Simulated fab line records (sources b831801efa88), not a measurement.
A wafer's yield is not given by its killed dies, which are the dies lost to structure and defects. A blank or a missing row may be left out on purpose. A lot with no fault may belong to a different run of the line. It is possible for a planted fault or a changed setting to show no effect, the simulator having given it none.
What tool caused it? / flow sky130 / 11 lots, 33 wafers sampled, at 3 steps of a route of 708

== WHAT EACH GAUGE READ, for each wafer ==
SKY_NWELL_OVL_MEAS_10.
lot=L594; measured=day 4 14:00; on=overlay-01; NWELL_00_OVL (nm)=0.4 0.2 2.3
lot=L597; measured=day 5 08:25; on=overlay-02; NWELL_00_OVL (nm)=0.5 0.2 -0.1
lot=L600; measured=day 5 21:39; on=overlay-02; NWELL_00_OVL (nm)=-1.5 -0.9 -0.5
lot=L603; measured=day 6 15:03; on=overlay-02; NWELL_00_OVL (nm)=1.4 1.1 1.6
lot=L602; measured=day 6 16:42; on=overlay-01; NWELL_00_OVL (nm)=2.7 2.1 2.3
lot=L611; measured=day 8 18:08; on=overlay-01; NWELL_00_OVL (nm)=1.6 -0.1 -1.2
lot=L612; measured=day 8 19:29; on=overlay-02; NWELL_00_OVL (nm)=2.7 1.3 2.4
lot=L613; measured=day 9 02:44; on=overlay-01; NWELL_00_OVL (nm)=3.5 1.5 2.6
lot=L614; measured=day 9 10:55; on=overlay-02; NWELL_00_OVL (nm)=-0.2 1.6 0.7
lot=L615; measured=day 9 17:12; on=overlay-02; NWELL_00_OVL (nm)=-1.1 -0.1 -1.3
lot=L617; measured=day 10 01:56; on=overlay-01; NWELL_00_OVL (nm)=-0.3 -1.5 -0.4

SKY_GATE_OXIDE_THK_MEAS_02.
lot=L594; measured=day 12 15:43; on=film-metro-04; GATE_OXIDE_OXIDATION_00_THK (nm)=10.65 10.42 10.52
lot=L597; measured=day 13 21:34; on=film-metro-03; GATE_OXIDE_OXIDATION_00_THK (nm)=10.20 10.21 10.32
lot=L600; measured=day 14 12:46; on=film-metro-04; GATE_OXIDE_OXIDATION_00_THK (nm)=10.12 10.24 10.25
lot=L603; measured=day 15 16:38; on=film-metro-04; GATE_OXIDE_OXIDATION_00_THK (nm)=12.84 12.93 12.68 12.81 12.86 12.68
lot=L602; measured=day 15 16:38; on=film-metro-02; GATE_OXIDE_OXIDATION_00_THK (nm)=12.79 12.76 12.75 12.72 12.70 12.76
lot=L611; measured=day 18 17:40; on=film-metro-04; GATE_OXIDE_OXIDATION_00_THK (nm)=10.53 10.28 10.44
lot=L612; measured=day 18 17:40; on=film-metro-02; GATE_OXIDE_OXIDATION_00_THK (nm)=10.42 10.30 10.46
lot=L613; measured=day 19 02:33; on=film-metro-02; GATE_OXIDE_OXIDATION_00_THK (nm)=10.35 10.28 10.56
lot=L614; measured=day 19 17:19; on=film-metro-03; GATE_OXIDE_OXIDATION_00_THK (nm)=10.13 10.30 10.35
lot=L615; measured=day 19 23:02; on=film-metro-03; GATE_OXIDE_OXIDATION_00_THK (nm)=10.90 10.67 10.59
lot=L617; measured=day 20 10:37; on=film-metro-02; GATE_OXIDE_OXIDATION_00_THK (nm)=10.11 10.10 10.09

== EACH LOT AND THE TOOL THAT RAN IT (in order: tool; ch and the chambers of the sampled wafers; start) ==
lot=L594; SKY_GATE_OXIDE_OXIDATION_01=furnace-01 ch 0, day 12 14:18
lot=L597; SKY_GATE_OXIDE_OXIDATION_01=furnace-02 ch 0, day 13 20:07
lot=L600; SKY_GATE_OXIDE_OXIDATION_01=furnace-01 ch 0, day 14 11:21
lot=L603; SKY_GATE_OXIDE_OXIDATION_01=furnace-02 ch 0, day 15 15:14
lot=L602; SKY_GATE_OXIDE_OXIDATION_01=furnace-02 ch 0, day 15 15:14
lot=L611; SKY_GATE_OXIDE_OXIDATION_01=furnace-01 ch 0, day 18 16:15
lot=L612; SKY_GATE_OXIDE_OXIDATION_01=furnace-01 ch 0, day 18 16:15
lot=L613; SKY_GATE_OXIDE_OXIDATION_01=furnace-02 ch 0, day 19 01:08
lot=L614; SKY_GATE_OXIDE_OXIDATION_01=furnace-01 ch 0, day 19 15:53
lot=L615; SKY_GATE_OXIDE_OXIDATION_01=furnace-01 ch 0, day 19 21:36
lot=L617; SKY_GATE_OXIDE_OXIDATION_01=furnace-01 ch 0, day 20 09:11
- SKY_GATE_OXIDE_OXIDATION_01: stabilise 600 s, purge 300 s, target thk 10.268 nm.

== WHAT THE TOOLS THEMSELVES READ (means of the sampled wafers that have a number; where no wafer has one, the mark that the record gives instead) ==
SKY_GATE_OXIDE_OXIDATION_01.
lot=L594; tool=furnace-01; spike-tc-bottom-C (C)=918.5; tube_center_temp_C_max=902.2; zone-power-centre-pct (%)=18.22
lot=L597; tool=furnace-02; spike-tc-bottom-C (C)=916.1; tube_center_temp_C_max=902.5; zone-power-centre-pct (%)=18.98
lot=L600; tool=furnace-01; spike-tc-bottom-C (C)=919.4; tube_center_temp_C_max=902.7; zone-power-centre-pct (%)=18.69
lot=L603; tool=furnace-02; spike-tc-bottom-C (C)=916.7; tube_center_temp_C_max=902.7; zone-power-centre-pct (%)=18.84
lot=L602; tool=furnace-02; spike-tc-bottom-C (C)=917.0; tube_center_temp_C_max=902.3; zone-power-centre-pct (%)=19.03
lot=L611; tool=furnace-01; spike-tc-bottom-C (C)=919.3; tube_center_temp_C_max=902.2; zone-power-centre-pct (%)=18.54
lot=L612; tool=furnace-01; spike-tc-bottom-C (C)=919.2; tube_center_temp_C_max=902.6; zone-power-centre-pct (%)=18.54
lot=L613; tool=furnace-02; spike-tc-bottom-C (C)=916.3; tube_center_temp_C_max=902.4; zone-power-centre-pct (%)=18.82
lot=L614; tool=furnace-01; spike-tc-bottom-C (C)=919.9; tube_center_temp_C_max=902.2; zone-power-centre-pct (%)=18.55
lot=L615; tool=furnace-01; spike-tc-bottom-C (C)=919.9; tube_center_temp_C_max=902.1; zone-power-centre-pct (%)=18.51
lot=L617; tool=furnace-01; spike-tc-bottom-C (C)=918.3; tube_center_temp_C_max=902.0; zone-power-centre-pct (%)=18.56

== THE ANSWER, worked out from the rows above alone ==
Rule: usual is defined by the lots themselves. The widest of any qualifying gaps counts: lots, ordered by their means at a reading, are off when they make up no more than a third of the lots, leave a main group of 4 or more, and stand apart from it by 3 or more times the standard deviation of that group's means. Not used: any main group whose means are identical at the precision the tables above print for the reading. A lot without any number at a reading at which 4 lots or more have one is off too. Any other lot the step has rows for is counted as sound. After the gauges, taken in route order, come the tools' own readings; for these a lot's mean is taken, as printed above. The first step at which some lot is off is used, and at that step the reading that is off furthest; a lot without a number counts as furthest.
Off: L603, L602, at SKY_GATE_OXIDE_THK_MEAS_02 (GATE_OXIDE_OXIDATION_00_THK). Main group: mean 10.36 nm, sd 0.18.
If a tool, at a process step before that reading, ran all the lots that are off and no sound lot after the first of them, it fits. Gauges at SKY_GATE_OXIDE_THK_MEAS_02: tried the same way as those tools. No candidate that was tried fits.

== WHAT THE SIMULATOR HAD INSERTED ==
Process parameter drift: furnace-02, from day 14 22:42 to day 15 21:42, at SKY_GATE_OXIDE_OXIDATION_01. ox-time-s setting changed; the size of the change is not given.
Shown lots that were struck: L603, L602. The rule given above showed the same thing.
